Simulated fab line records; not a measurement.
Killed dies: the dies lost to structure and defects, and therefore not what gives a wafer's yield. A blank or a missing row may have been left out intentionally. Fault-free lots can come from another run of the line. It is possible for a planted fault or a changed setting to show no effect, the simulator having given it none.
Which of the tools did it? / flow sky130 / Sampling: 14 lots, 42 wafers, 5 of 708 route steps

WHAT THE GAUGES READ, wafer by wafer
The record holds no reading of a measuring or inspecting step that can be judged against a usual standard deviation.

WHAT TOOL EACH LOT RAN ON (gives the tool, then ch and the chambers of the sampled wafers, and finally the start)
lot=L925; SKY_FIELD_ISO_WET_ETCH_18=wet-bench-04 ch 0, day 2 10:45; SKY_METAL4_SPUTTER_03=pvd-sputter-04, day 39 18:00; SKY_VIA4_SPUTTER_17=pvd-sputter-01, day 42 20:59; SKY_METAL5_SPUTTER_00=pvd-sputter-03, day 42 21:40; SKY_PAD_OPEN_PROBE_99=-
lot=L924; SKY_FIELD_ISO_WET_ETCH_18=wet-bench-02 ch 2, day 2 10:53; SKY_METAL4_SPUTTER_03=pvd-sputter-03, day 39 17:12; SKY_VIA4_SPUTTER_17=pvd-sputter-01, day 42 20:29; SKY_METAL5_SPUTTER_00=pvd-sputter-04, day 42 21:19; SKY_PAD_OPEN_PROBE_99=-
lot=L926; SKY_FIELD_ISO_WET_ETCH_18=wet-bench-04 ch 1, day 2 15:00; SKY_METAL4_SPUTTER_03=pvd-sputter-03, day 39 22:52; SKY_VIA4_SPUTTER_17=pvd-sputter-01, day 43 00:05; SKY_METAL5_SPUTTER_00=pvd-sputter-01, day 43 00:56; SKY_PAD_OPEN_PROBE_99=-
lot=L927; SKY_FIELD_ISO_WET_ETCH_18=wet-bench-04 ch 3, day 2 20:00; SKY_METAL4_SPUTTER_03=pvd-sputter-03, day 40 17:05; SKY_VIA4_SPUTTER_17=pvd-sputter-03, day 43 19:31; SKY_METAL5_SPUTTER_00=pvd-sputter-04, day 43 21:14; SKY_PAD_OPEN_PROBE_99=-
lot=L929; SKY_FIELD_ISO_WET_ETCH_18=wet-bench-01 ch 3, day 3 05:23; SKY_METAL4_SPUTTER_03=pvd-sputter-02, day 41 07:14; SKY_VIA4_SPUTTER_17=pvd-sputter-01, day 44 06:21; SKY_METAL5_SPUTTER_00=pvd-sputter-04, day 44 07:02; SKY_PAD_OPEN_PROBE_99=-
lot=L931; SKY_FIELD_ISO_WET_ETCH_18=wet-bench-04 ch 0, day 3 20:11; SKY_METAL4_SPUTTER_03=pvd-sputter-02, day 41 21:40; SKY_VIA4_SPUTTER_17=pvd-sputter-01, day 44 23:19; SKY_METAL5_SPUTTER_00=pvd-sputter-04, day 45 00:00; SKY_PAD_OPEN_PROBE_99=-
lot=L932; SKY_FIELD_ISO_WET_ETCH_18=wet-bench-02 ch 2, day 4 02:32; SKY_METAL4_SPUTTER_03=pvd-sputter-02, day 42 04:21; SKY_VIA4_SPUTTER_17=pvd-sputter-02, day 45 03:25; SKY_METAL5_SPUTTER_00=pvd-sputter-03, day 45 04:07; SKY_PAD_OPEN_PROBE_99=-
lot=L933; SKY_FIELD_ISO_WET_ETCH_18=wet-bench-02 ch 1, day 4 07:03; SKY_METAL4_SPUTTER_03=pvd-sputter-03, day 42 16:51; SKY_VIA4_SPUTTER_17=pvd-sputter-03, day 45 14:16; SKY_METAL5_SPUTTER_00=pvd-sputter-01, day 45 14:57; SKY_PAD_OPEN_PROBE_99=-
lot=L939; SKY_FIELD_ISO_WET_ETCH_18=wet-bench-01 ch 2, day 5 15:02; SKY_METAL4_SPUTTER_03=pvd-sputter-02, day 44 09:52; SKY_VIA4_SPUTTER_17=pvd-sputter-02, day 47 04:21; SKY_METAL5_SPUTTER_00=pvd-sputter-01, day 47 05:02; SKY_PAD_OPEN_PROBE_99=-
lot=L941; SKY_FIELD_ISO_WET_ETCH_18=wet-bench-02 ch 3, day 6 00:53; SKY_METAL4_SPUTTER_03=pvd-sputter-04, day 44 20:14; SKY_VIA4_SPUTTER_17=pvd-sputter-02, day 47 13:27; SKY_METAL5_SPUTTER_00=pvd-sputter-04, day 47 14:08; SKY_PAD_OPEN_PROBE_99=prober-02, day 49 23:49
lot=L942; SKY_FIELD_ISO_WET_ETCH_18=wet-bench-02 ch 0, day 6 06:53; SKY_METAL4_SPUTTER_03=pvd-sputter-02, day 44 22:59; SKY_VIA4_SPUTTER_17=pvd-sputter-03, day 47 14:55; SKY_METAL5_SPUTTER_00=pvd-sputter-03, day 47 15:36; SKY_PAD_OPEN_PROBE_99=prober-01, day 50 02:10
lot=L943; SKY_FIELD_ISO_WET_ETCH_18=wet-bench-01 ch 1, day 6 11:07; SKY_METAL4_SPUTTER_03=pvd-sputter-03, day 45 05:47; SKY_VIA4_SPUTTER_17=pvd-sputter-01, day 47 21:46; SKY_METAL5_SPUTTER_00=pvd-sputter-03, day 47 22:28; SKY_PAD_OPEN_PROBE_99=-
lot=L944; SKY_FIELD_ISO_WET_ETCH_18=wet-bench-04 ch 1, day 6 15:27; SKY_METAL4_SPUTTER_03=pvd-sputter-02, day 45 14:18; SKY_VIA4_SPUTTER_17=pvd-sputter-02, day 48 04:12; SKY_METAL5_SPUTTER_00=pvd-sputter-03, day 48 04:53; SKY_PAD_OPEN_PROBE_99=-
lot=L945; SKY_FIELD_ISO_WET_ETCH_18=wet-bench-04 ch 3, day 6 17:38; SKY_METAL4_SPUTTER_03=pvd-sputter-04, day 45 08:05; SKY_VIA4_SPUTTER_17=pvd-sputter-01, day 47 23:00; SKY_METAL5_SPUTTER_00=pvd-sputter-01, day 47 23:41; SKY_PAD_OPEN_PROBE_99=-
- SKY_FIELD_ISO_WET_ETCH_18: etches Si3N4 in H3PO4, target depth 25 nm, time 286 s.
- SKY_METAL4_SPUTTER_03: material Ti, target thk 5 nm, time 3.3 s.
- SKY_VIA4_SPUTTER_17: material TiN, target thk 20 nm, time 80 s.
- SKY_METAL5_SPUTTER_00: material Ti, target thk 15 nm, time 10 s.
- SKY_PAD_OPEN_PROBE_99

AS READ BY THE TOOLS THEMSELVES (means over the sampled wafers that have a number; for cases with no such wafer, the mark the record gives instead)
SKY_METAL4_SPUTTER_03. Usual: throttle-valve-pct 30.2 %, standard deviation 0.72.
lot=L925; tool=pvd-sputter-04; throttle-valve-pct (%)=30.9; flag=
lot=L924; tool=pvd-sputter-03; throttle-valve-pct (%)=30.2; flag=
lot=L926; tool=pvd-sputter-03; throttle-valve-pct (%)=30.2; flag=
lot=L927; tool=pvd-sputter-03; throttle-valve-pct (%)=30.0; flag=
lot=L929; tool=pvd-sputter-02; throttle-valve-pct (%)=29.5; flag=
lot=L931; tool=pvd-sputter-02; throttle-valve-pct (%)=30.2; flag=
lot=L932; tool=pvd-sputter-02; throttle-valve-pct (%)=29.3; flag=
lot=L933; tool=pvd-sputter-03; throttle-valve-pct (%)=30.6; flag=
lot=L939; tool=pvd-sputter-02; throttle-valve-pct (%)=29.5; flag=
lot=L941; tool=pvd-sputter-04; throttle-valve-pct (%)=30.3; flag=
lot=L942; tool=pvd-sputter-02; throttle-valve-pct (%)=29.0; flag=
lot=L943; tool=pvd-sputter-03; throttle-valve-pct (%)=30.5; flag=
lot=L944; tool=pvd-sputter-02; throttle-valve-pct (%)=29.6; flag=
lot=L945; tool=pvd-sputter-04; throttle-valve-pct (%)=30.3; flag=

SKY_VIA4_SPUTTER_17. Usual: throttle-valve-pct 29.9 %, standard deviation 1.
lot=L925; tool=pvd-sputter-01; throttle-valve-pct (%)=30.7; flag=
lot=L924; tool=pvd-sputter-01; throttle-valve-pct (%)=31.0; flag=
lot=L926; tool=pvd-sputter-01; throttle-valve-pct (%)=29.4; flag=
lot=L927; tool=pvd-sputter-03; throttle-valve-pct (%)=30.3; flag=
lot=L929; tool=pvd-sputter-01; throttle-valve-pct (%)=29.8; flag=
lot=L931; tool=pvd-sputter-01; throttle-valve-pct (%)=29.8; flag=
lot=L932; tool=pvd-sputter-02; throttle-valve-pct (%)=29.0; flag=
lot=L933; tool=pvd-sputter-03; throttle-valve-pct (%)=30.5; flag=
lot=L939; tool=pvd-sputter-02; throttle-valve-pct (%)=29.0; flag=
lot=L941; tool=pvd-sputter-02; throttle-valve-pct (%)=29.0; flag=
lot=L942; tool=pvd-sputter-03; throttle-valve-pct (%)=30.0; flag=
lot=L943; tool=pvd-sputter-01; throttle-valve-pct (%)=30.1; flag=
lot=L944; tool=pvd-sputter-02; throttle-valve-pct (%)=28.8; flag=
lot=L945; tool=pvd-sputter-01; throttle-valve-pct (%)=31.3; flag=

SKY_METAL5_SPUTTER_00. Usual: throttle-valve-pct 30.4 %, standard deviation 0.79.
lot=L925; tool=pvd-sputter-03; throttle-valve-pct (%)=30.4; flag=
lot=L924; tool=pvd-sputter-04; throttle-valve-pct (%)=30.2; flag=
lot=L926; tool=pvd-sputter-01; throttle-valve-pct (%)=31.2; flag=
lot=L927; tool=pvd-sputter-04; throttle-valve-pct (%)=30.5; flag=
lot=L929; tool=pvd-sputter-04; throttle-valve-pct (%)=30.5; flag=
lot=L931; tool=pvd-sputter-04; throttle-valve-pct (%)=30.6; flag=
lot=L932; tool=pvd-sputter-03; throttle-valve-pct (%)=30.6; flag=
lot=L933; tool=pvd-sputter-01; throttle-valve-pct (%)=30.1; flag=
lot=L939; tool=pvd-sputter-01; throttle-valve-pct (%)=30.3; flag=
lot=L941; tool=pvd-sputter-04; throttle-valve-pct (%)=30.4; flag=
lot=L942; tool=pvd-sputter-03; throttle-valve-pct (%)=30.7; flag=
lot=L943; tool=pvd-sputter-03; throttle-valve-pct (%)=30.0; flag=
lot=L944; tool=pvd-sputter-03; throttle-valve-pct (%)=29.9; flag=
lot=L945; tool=pvd-sputter-01; throttle-valve-pct (%)=30.4; flag=

SKY_PAD_OPEN_PROBE_99. Usual: killed_at_M0_to_M3 44, standard deviation 7.2; killed_at_M4_up 3.1, standard deviation 1.8; killed-at-contacts 25, standard deviation 5.2; killed-at-front-end 15, standard deviation 3.9; killed-at-other 0.2, standard deviation 0.5; killed-dies 86, standard deviation 9.5; killed-open 47, standard deviation 7.3; killed-short 40, standard deviation 6.
lot=L941 tool=prober-02 killed_at_M0_to_M3=41 killed_at_M4_up=2.3 killed-at-contacts=23 killed-at-front-end=81 killed-at-other=0.0 killed-dies=147 killed-open=46 killed-short=31 flag=OFF
lot=L942 tool=prober-01 killed_at_M0_to_M3=36 killed_at_M4_up=3.0 killed-at-contacts=19 killed-at-front-end=69 killed-at-other=1.0 killed-dies=129 killed-open=42 killed-short=35 flag=OFF

THE ANSWER, worked out from the rows above alone
Rule: take the mean of a lot's wafers that have a number; if it is more than 3 standard deviations from the usual mean, the lot is off. Also off: a lot with no number at a reading for which 4 or more lots have one. Any other lot the step has rows for is counted as sound. The gauges are gone through in route order, then the tools' own readings, and for those a lot's mean is taken as printed above. At the first step where some lot is off, the reading lying furthest off is the one used; lots without a number count as furthest.
Off at SKY_PAD_OPEN_PROBE_99 (killed-at-front-end): L941, L942. Neither off nor sound, because the step has no rows for them: L925, L924, L926, L927, L929, L931, L932, L933, L939, L943, L944, L945.
If a tool, at that step or one of the process steps before it, ran each lot that is off and ran no sound lot following the first of them, it fits. One candidate fits, namely wet-bench-02 at SKY_FIELD_ISO_WET_ETCH_18. It ran no sound lot before its first lot that is off in this sample, so the start can't be narrowed down.

WHAT THE SIMULATOR HAD INSERTED
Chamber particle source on wet-bench-02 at SKY_FIELD_ISO_WET_ETCH_18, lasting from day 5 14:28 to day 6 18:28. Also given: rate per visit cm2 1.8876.
Struck lots among those shown: L941, L942. Same finding as the rule above.
